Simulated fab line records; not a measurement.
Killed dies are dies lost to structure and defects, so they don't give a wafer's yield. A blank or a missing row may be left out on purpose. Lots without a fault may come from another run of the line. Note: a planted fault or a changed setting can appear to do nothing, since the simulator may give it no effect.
Which tool is to blame? -- flow gf180mcu -- 24 lots with 72 wafers sampled at 6 steps, on a route of 602 steps

WHAT THE GAUGES READ, wafer by wafer
GF_PASSIVATION_BOW_MEAS_14. Usual: PASSIVATION_BOW 135 um, standard deviation 11.
lot,measured,on,PASSIVATION_BOW (um),flag
L074,day 28 19:49,film_metro-02,131 127 138,
L075,day 29 08:33,film_metro-02,132 133 137,
L077,day 29 18:04,film_metro-01,127 143 134,
L076,day 29 21:53,film_metro-02,130 138 140,
L078,day 30 00:15,film_metro-01,159 147 158,
L079,day 30 09:59,film_metro-01,121 113 118,
L080,day 31 04:29,film_metro-01,127 127 141,
L081,day 31 06:04,film_metro-01,153 144 140,
L082,day 31 10:35,film_metro-02,137 139 153,
L083,day 31 13:41,film_metro-01,141 152 144,
L084,day 32 03:20,film_metro-02,141 145 141,
L085,day 32 05:58,film_metro-02,123 132 122,
L086,day 32 13:57,film_metro-01,148 152 155,
L087,day 32 16:16,film_metro-02,135 137 135,
L088,day 32 21:15,film_metro-03,131 116 119,
L089,day 33 02:20,film_metro-01,131 141 129,
L090,day 33 11:22,film_metro-02,116 116 124,
L091,day 33 18:10,film_metro-03,125 119 130,
L092,day 33 21:42,film_metro-01,124 134 119,
L093,day 34 00:39,film_metro-02,132 131 121,
L094,day 34 10:04,film_metro-02,155 143 154,
L095,day 34 16:53,film_metro-01,135 132 135,
L096,day 34 22:32,film_metro-03,124 133 131,
L097,day 35 02:12,film_metro-02,136 132 143,

WHICH TOOL RAN EACH LOT (tool, then ch and the chambers of the sampled wafers, then the start)
lot,GF_M2_SPUTTER_04,GF_M5_STRIP_11,GF_V5_CMP_26,GF_TOP_METAL_SPUTTER_02,GF_PASSIVATION_ETCH_11
L074,"pvd_sputter-03, day 17 21:07","plasma_asher-03 ch 0,1, day 26 00:07","cmp-02 ch 0,1, day 26 23:42","pvd_sputter-03, day 27 00:05","rie_diel-04 ch 0,1,2, day 28 17:11"
L075,"pvd_sputter-02, day 18 13:22","plasma_asher-04 ch 0,1, day 26 14:02","cmp-01 ch 0,1, day 27 14:05","pvd_sputter-03, day 27 14:31","rie_diel-01 ch 0,3, day 29 06:38"
L077,"pvd_sputter-02, day 18 23:22","plasma_asher-04 ch 0,1, day 27 00:36","cmp-01 ch 1,2,3, day 27 23:35","pvd_sputter-03, day 28 00:01","rie_diel-04 ch 1,2,3, day 29 16:11"
L076,"pvd_sputter-03, day 19 06:28","plasma_asher-01 ch 0,1, day 27 05:27","cmp-02 ch 0,2,3, day 28 04:11","pvd_sputter-02, day 28 04:34","rie_diel-02 ch 0,2, day 29 20:01"
L078,"pvd_sputter-03, day 19 10:05","plasma_asher-01 ch 0,1, day 27 07:18","cmp-01 ch 0,1,2, day 28 06:25","pvd_sputter-04, day 28 06:45","rie_diel-04 ch 0,1,2, day 29 22:20"
L079,"pvd_sputter-02, day 19 21:51","plasma_asher-01 ch 0,1, day 27 18:45","cmp-02 ch 0,1,3, day 28 16:01","pvd_sputter-04, day 28 16:28","rie_diel-01 ch 2, day 30 07:42"
L080,"pvd_sputter-02, day 20 21:35","plasma_asher-03 ch 0,1, day 28 14:25","cmp-02 ch 1,2,3, day 29 12:26","pvd_sputter-02, day 29 12:49","rie_diel-01 ch 1,2, day 31 02:35"
L081,"pvd_sputter-03, day 20 23:28","plasma_asher-04 ch 0,1, day 28 16:25","cmp-02 ch 0,1,3, day 29 13:56","pvd_sputter-04, day 29 14:16","rie_diel-01 ch 0,2, day 31 04:10"
L082,"pvd_sputter-04, day 21 05:53","plasma_asher-03 ch 0,1, day 28 20:34","cmp-02 ch 1,2,3, day 29 18:07","pvd_sputter-04, day 29 18:32","rie_diel-01 ch 0,1,2, day 31 08:41"
L083,"pvd_sputter-04, day 21 11:35","plasma_asher-04 ch 0,1, day 29 01:48","cmp-02 ch 0,1, day 29 22:38","pvd_sputter-04, day 29 23:04","rie_diel-01 ch 0,2, day 31 11:49"
L084,"pvd_sputter-04, day 22 06:14","plasma_asher-03 ch 0,1, day 29 15:42","cmp-01 ch 0,2, day 30 12:49","pvd_sputter-04, day 30 13:14","rie_diel-02 ch 0,3, day 32 01:28"
L085,"pvd_sputter-02, day 22 07:53","plasma_asher-03 ch 0,1, day 29 19:23","cmp-02 ch 0,2,3, day 30 16:01","pvd_sputter-02, day 30 16:24","rie_diel-04 ch 0,1,3, day 32 04:05"
L086,"pvd_sputter-04, day 22 15:33","plasma_asher-01 ch 0,1, day 30 03:26","cmp-01 ch 0,1,3, day 30 23:58","pvd_sputter-03, day 31 00:23","rie_diel-04 ch 0,1,3, day 32 11:59"
L087,"pvd_sputter-02, day 22 23:20","plasma_asher-03 ch 0,1, day 30 06:20","cmp-02 ch 0,3, day 31 02:47","pvd_sputter-03, day 31 03:13","rie_diel-04 ch 0,1,3, day 32 14:23"
L088,"pvd_sputter-02, day 23 06:55","plasma_asher-01 ch 0,1, day 30 12:31","cmp-02 ch 0,1,2, day 31 08:54","pvd_sputter-02, day 31 09:14","rie_diel-01 ch 0,1,2, day 32 19:20"
L089,"pvd_sputter-04, day 23 14:23","plasma_asher-01 ch 0,1, day 30 17:59","cmp-01 ch 1,2,3, day 31 14:10","pvd_sputter-02, day 31 14:32","rie_diel-04 ch 0,1, day 33 00:26"
L090,"pvd_sputter-03, day 24 00:23","plasma_asher-01 ch 0,1, day 31 03:42","cmp-01 ch 0,3, day 31 22:56","pvd_sputter-04, day 31 23:19","rie_diel-02 ch 1,2, day 33 09:29"
L091,"pvd_sputter-04, day 24 09:08","plasma_asher-03 ch 0,1, day 31 11:46","cmp-02 ch 0,1,3, day 32 07:04","pvd_sputter-02, day 32 07:30","rie_diel-04 ch 0,2,3, day 33 16:17"
L092,"pvd_sputter-02, day 24 14:51","plasma_asher-04 ch 0,1, day 31 15:55","cmp-02 ch 1,2, day 32 11:05","pvd_sputter-02, day 32 11:32","rie_diel-02 ch 0,2, day 33 19:49"
L093,"pvd_sputter-02, day 24 20:25","plasma_asher-04 ch 0,1, day 31 19:22","cmp-01 ch 0,3, day 32 14:23","pvd_sputter-03, day 32 14:47","rie_diel-01 ch 0,1,2, day 33 22:44"
L094,"pvd_sputter-02, day 25 11:08","plasma_asher-04 ch 0,1, day 32 05:13","cmp-01 ch 0,1,3, day 32 23:59","pvd_sputter-03, day 33 00:16","rie_diel-01 ch 0,1,2, day 34 08:10"
L095,"pvd_sputter-04, day 25 18:13","plasma_asher-03 ch 0, day 32 12:43","cmp-02 ch 1,2,3, day 33 07:05","pvd_sputter-02, day 33 07:31","rie_diel-02 ch 0,2,3, day 34 15:01"
L096,"pvd_sputter-02, day 26 02:09","plasma_asher-04 ch 0,1, day 32 19:21","cmp-02 ch 1,2,3, day 33 13:05","pvd_sputter-04, day 33 13:28","rie_diel-02 ch 0,2, day 34 20:38"
L097,"pvd_sputter-03, day 26 06:09","plasma_asher-04 ch 0,1, day 32 22:25","cmp-01 ch 0,2, day 33 16:48","pvd_sputter-04, day 33 17:14","rie_diel-04 ch 0,2,3, day 35 00:17"
- GF_M2_SPUTTER_04: material TiN, target thk 50 nm, time 41.7 s.
- GF_M5_STRIP_11: strips in O2/N2.
- GF_V5_CMP_26: polishes, stops on SiO2, t overpolish 15 s, target thk 0 nm.
- GF_TOP_METAL_SPUTTER_02: material AlCu, target thk 900 nm, time 47.82 s.
- GF_PASSIVATION_ETCH_11: etches the open film in CF4/O2, stops on TiN, target depth 2040 nm, time 453.3 s.

AS READ BY THE TOOLS THEMSELVES (means over the sampled wafers that have a number; for cases with no such wafer, the mark the record gives instead)
GF_M2_SPUTTER_04. Usual: 30.1 % for throttle_valve_pct, sd 0.84.
lot,tool,throttle_valve_pct (%),flag
L074,pvd_sputter-03,29.3,
L075,pvd_sputter-02,30.5,
L077,pvd_sputter-02,30.7,
L076,pvd_sputter-03,28.9,
L078,pvd_sputter-03,29.5,
L079,pvd_sputter-02,30.9,
L080,pvd_sputter-02,31.0,
L081,pvd_sputter-03,28.8,
L082,pvd_sputter-04,29.9,
L083,pvd_sputter-04,30.1,
L084,pvd_sputter-04,30.4,
L085,pvd_sputter-02,30.5,
L086,pvd_sputter-04,30.1,
L087,pvd_sputter-02,30.8,
L088,pvd_sputter-02,30.5,
L089,pvd_sputter-04,29.2,
L090,pvd_sputter-03,29.4,
L091,pvd_sputter-04,29.5,
L092,pvd_sputter-02,31.0,
L093,pvd_sputter-02,30.5,
L094,pvd_sputter-02,31.0,
L095,pvd_sputter-04,29.4,
L096,pvd_sputter-02,30.2,
L097,pvd_sputter-03,28.6,

GF_M5_STRIP_11. Usual: drypump_motor_current_A 5.7 A, standard deviation 0.47; heater_power_w 337 W, standard deviation 30; oes_product_au 0.524 a.u., standard deviation 0.005; strip_time_to_endpoint_s 7.07 s, standard deviation 0.048.
lot,tool,drypump_motor_current_A (A),heater_power_w (W),oes_product_au (a.u.),strip_time_to_endpoint_s (s),flag
L074,plasma_asher-03,6.2,320,0.521,7.04,
L075,plasma_asher-04,5.2,349,0.521,6.98,
L077,plasma_asher-04,5.2,345,0.521,7.06,
L076,plasma_asher-01,5.7,317,0.526,7.05,
L078,plasma_asher-01,6.0,317,0.518,7.02,
L079,plasma_asher-01,6.0,314,0.519,7.02,
L080,plasma_asher-03,6.1,320,0.528,7.08,
L081,plasma_asher-04,5.1,364,0.528,7.12,
L082,plasma_asher-03,6.1,351,0.525,7.05,
L083,plasma_asher-04,5.2,342,0.523,7.10,
L084,plasma_asher-03,6.1,319,0.528,7.14,
L085,plasma_asher-03,6.1,345,0.525,7.06,
L086,plasma_asher-01,5.7,322,0.519,7.01,
L087,plasma_asher-03,6.1,349,0.522,7.13,
L088,plasma_asher-01,6.0,316,0.522,7.04,
L089,plasma_asher-01,5.7,315,0.525,7.05,
L090,plasma_asher-01,5.7,317,0.528,7.08,
L091,plasma_asher-03,6.1,342,0.527,7.12,
L092,plasma_asher-04,5.2,351,0.525,7.08,
L093,plasma_asher-04,5.3,347,0.527,7.07,
L094,plasma_asher-04,5.2,347,0.521,7.07,
L095,plasma_asher-03,6.1,357,0.525,7.07,
L096,plasma_asher-04,5.1,365,0.526,7.10,
L097,plasma_asher-04,5.3,345,0.522,7.03,

GF_V5_CMP_26. Usual: motor_current_A 10.9 A, standard deviation 1; overpolish_run_s 15.000 s, standard deviation 0.0088; slurry_filter_dp_kPa 13.50 kPa, standard deviation 0.13; time_to_endpoint_s 83 s, standard deviation 3.4.
lot,tool,motor_current_A (A),overpolish_run_s (s),slurry_filter_dp_kPa (kPa),time_to_endpoint_s (s),flag
L074,cmp-02,10.6,14.995,13.58,82,
L075,cmp-01,10.9,15.005,13.53,86,
L077,cmp-01,10.7,14.997,13.46,85,
L076,cmp-02,11.2,15.005,13.56,84,
L078,cmp-01,10.5,14.999,13.45,84,
L079,cmp-02,10.2,15.000,13.51,83,
L080,cmp-02,10.6,14.992,13.43,82,
L081,cmp-02,10.5,14.988,13.61,82,
L082,cmp-02,10.5,15.004,13.50,84,
L083,cmp-02,10.6,15.009,13.60,80,
L084,cmp-01,11.7,15.000,13.54,85,
L085,cmp-02,10.7,15.001,13.38,84,
L086,cmp-01,11.0,14.999,13.61,83,
L087,cmp-02,10.4,15.002,13.45,83,
L088,cmp-02,11.1,15.008,13.54,80,
L089,cmp-01,10.6,15.007,13.46,81,
L090,cmp-01,11.8,15.002,13.51,77,
L091,cmp-02,10.4,15.007,13.63,80,
L092,cmp-02,11.6,14.998,13.62,83,
L093,cmp-01,11.9,14.997,13.43,82,
L094,cmp-01,10.9,15.005,13.56,80,
L095,cmp-02,10.8,14.994,13.45,87,
L096,cmp-02,10.8,15.001,13.53,87,
L097,cmp-01,11.8,15.000,13.63,79,

GF_TOP_METAL_SPUTTER_02. Usual: substrate_temp_c 250.01 C, standard deviation 0.17; throttle_valve_pct 30.0 %, standard deviation 0.79.
lot,tool,substrate_temp_c (C),throttle_valve_pct (%),flag
L074,pvd_sputter-03,250.11,29.5,
L075,pvd_sputter-03,250.12,29.3,
L077,pvd_sputter-03,249.99,29.6,
L076,pvd_sputter-02,250.00,30.6,
L078,pvd_sputter-04,250.10,29.5,
L079,pvd_sputter-04,249.83,29.8,
L080,pvd_sputter-02,249.96,30.6,
L081,pvd_sputter-04,249.85,30.2,
L082,pvd_sputter-04,249.92,29.7,
L083,pvd_sputter-04,250.12,29.5,
L084,pvd_sputter-04,250.06,30.0,
L085,pvd_sputter-02,249.71,30.9,
L086,pvd_sputter-03,249.95,29.2,
L087,pvd_sputter-03,250.14,29.0,
L088,pvd_sputter-02,249.96,30.3,
L089,pvd_sputter-02,250.12,30.3,
L090,pvd_sputter-04,249.93,30.5,
L091,pvd_sputter-02,250.13,30.5,
L092,pvd_sputter-02,249.90,30.7,
L093,pvd_sputter-03,249.94,29.3,
L094,pvd_sputter-03,250.05,29.4,
L095,pvd_sputter-02,250.06,30.3,
L096,pvd_sputter-04,250.07,30.0,
L097,pvd_sputter-04,249.92,29.7,

GF_PASSIVATION_ETCH_11. Usual: drypump_motor_current_A 5.9 A, standard deviation 0.39; oes_product_au 0.988 a.u., standard deviation 0.0066; throttle_valve_pct 5.968 %, standard deviation 0.0093.
lot,tool,drypump_motor_current_A (A),oes_product_au (a.u.),throttle_valve_pct (%),flag
L074,rie_diel-04,6.0,0.989,5.970,
L075,rie_diel-01,5.3,0.990,5.967,
L077,rie_diel-04,6.1,0.989,5.965,
L076,rie_diel-02,5.6,0.978,5.958,
L078,rie_diel-04,6.0,0.987,5.966,
L079,rie_diel-01,5.9,0.978,5.969,
L080,rie_diel-01,6.0,0.987,5.975,
L081,rie_diel-01,5.8,0.987,5.965,
L082,rie_diel-01,6.0,0.994,5.963,
L083,rie_diel-01,5.8,0.986,5.965,
L084,rie_diel-02,5.5,0.988,5.965,
L085,rie_diel-04,6.0,0.997,5.966,
L086,rie_diel-04,6.0,0.990,5.977,
L087,rie_diel-04,6.0,0.991,5.978,
L088,rie_diel-01,6.0,0.986,5.958,
L089,rie_diel-04,5.9,0.994,5.978,
L090,rie_diel-02,5.8,0.992,5.969,
L091,rie_diel-04,6.3,0.989,5.973,
L092,rie_diel-02,5.7,0.984,5.962,
L093,rie_diel-01,6.0,0.980,5.965,
L094,rie_diel-01,6.0,0.989,5.966,
L095,rie_diel-02,5.6,0.984,5.975,
L096,rie_diel-02,5.5,0.974,5.964,
L097,rie_diel-04,6.3,0.993,5.976,

THE ANSWER, worked out from the rows above alone
Rule: a lot counts as off when the mean over its wafers that have a number is more than 3 standard deviations away from the usual mean. Also off: a lot with no number at a reading for which 4 or more lots have one. All remaining lots with rows at the step are treated as sound. After the gauges, taken in route order, come the tools' own readings; for these a lot's mean is taken, as printed above. At the first step where some lot is off, the reading lying furthest off is the one used; lots without a number count as furthest.
No lot is off on any of the readings shown, so nothing can be concluded from this.

WHAT THE SIMULATOR PUT IN
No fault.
